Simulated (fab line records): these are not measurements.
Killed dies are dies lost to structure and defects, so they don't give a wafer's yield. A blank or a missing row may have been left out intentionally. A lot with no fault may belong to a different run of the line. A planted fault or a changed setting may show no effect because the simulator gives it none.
Split-lot experiment    flow gf180mcu    23 wafers read across 5 lots, on a route 602 steps long

## THE SPLIT ITSELF
At GF_M1_EXPOSE_11 (exposes mask Metal1, target cd 230 nm), the setting dose_mj was moved away from the recipe's 28 on 7 of the 23 wafers read, by -6.9% to +3.4%. All remaining wafers had this setting at the recipe value.

## FROM THE SPLIT TO THE READING: what the file shows between them, 2 steps
- GF_M1_PEB_12: peb time 90 s
- GF_M1_DEVELOP_13: develop time 60 s

## THE READING
At GF_M1_CD_MEAS_14: cd_nm in nanometres, against a target cd of 230 nm. Fault-free wafers of this fab line usually give 229.3 nm, standard deviation 1 nm.

wafer   tool, chamber at the split  dose_mj as run  against the recipe  cd_nm, nm  against lot-mates on the recipe
L074.3  krf_scanner-01, 0           28              recipe              228.8      -
L074.4  krf_scanner-01, 0           28              recipe              228.7      -
L074.5  krf_scanner-01, 0           28              recipe              228.4      -
L079.1  krf_scanner-02, 0           28              recipe              227.2      -
L079.3  krf_scanner-02, 0           28              recipe              228.2      -
L079.4  krf_scanner-02, 0           28              recipe              228.2      -
L079.5  krf_scanner-02, 0           28              recipe              227.9      -
L079.6  krf_scanner-02, 0           28              recipe              228.6      -
L080.1  krf_scanner-02, 0           26.06           -6.9%               238.4      +10.6
L080.2  krf_scanner-02, 0           28              recipe              227.5      -
L080.3  krf_scanner-02, 0           26.06           -6.9%               239.9      +12.1
L080.5  krf_scanner-02, 0           26.06           -6.9%               240.2      +12.3
L080.6  krf_scanner-02, 0           28              recipe              228.2      -
L081.1  krf_scanner-02, 0           28              recipe              231.4      -
L081.3  krf_scanner-02, 0           28.94           +3.4%               226.0      -4.7
L081.4  krf_scanner-02, 0           28              recipe              230.1      -
L081.5  krf_scanner-02, 0           28              recipe              230.6      -
L081.6  krf_scanner-02, 0           28.94           +3.4%               225.3      -5.4
L082.2  krf_scanner-02, 0           28.8            +2.9%               225.1      -5.4
L082.3  krf_scanner-02, 0           28              recipe              231.3      -
L082.4  krf_scanner-02, 0           28.8            +2.9%               225.5      -5.0
L082.5  krf_scanner-02, 0           28              recipe              229.5      -
L082.6  krf_scanner-02, 0           28              recipe              230.8      -

THE FIT
A straight line over all 23 wafers: cd_nm changes by -1.42 nm for each +1% of dose_mj; r = -0.96; the points scatter about the line by 1.3 nm.
The same after taking each lot's own level away (the mean of its wafers on the recipe; 23 wafers): -1.67 nm for each +1%; r = -0.99; scatter 0.59 nm.
On that fit, the largest move of dose_mj shifts the reading by 12 nm.
The span of the lots' own levels, 227.85 to 230.70 nm, comes to 2.9 times the standard deviation stated above.
Hence the slope depends on the lot-to-lot level, as the two fits are not the same.
Check: for one of the wafers moved furthest among these (-6.9%), held out of the fit, the line's prediction against its lot-mates is +12 nm. It came out at +10.6 nm against them.

## ADDITIONAL SPLITS CARRIED BY THESE WAFERS
Before the reading, these wafers also passed through other splits. Each is held against what the fit with the lots' levels taken away leaves over:
other split on the same wafers  wafers away from the commonest value  r with cd_nm (lot level and that fit taken away)
GF_SAB_CVD_00 time_s            5                                     +0.07
GF_CONTACT_PEB_12 peb_temp_c    10                                    +0.15
GF_M1_SPUTTER_03 time_s         12                                    -0.17

## THE FILE'S OWN FIT
cd_nm changes by -1.68 nm for each +1% of dose_mj, r = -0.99.
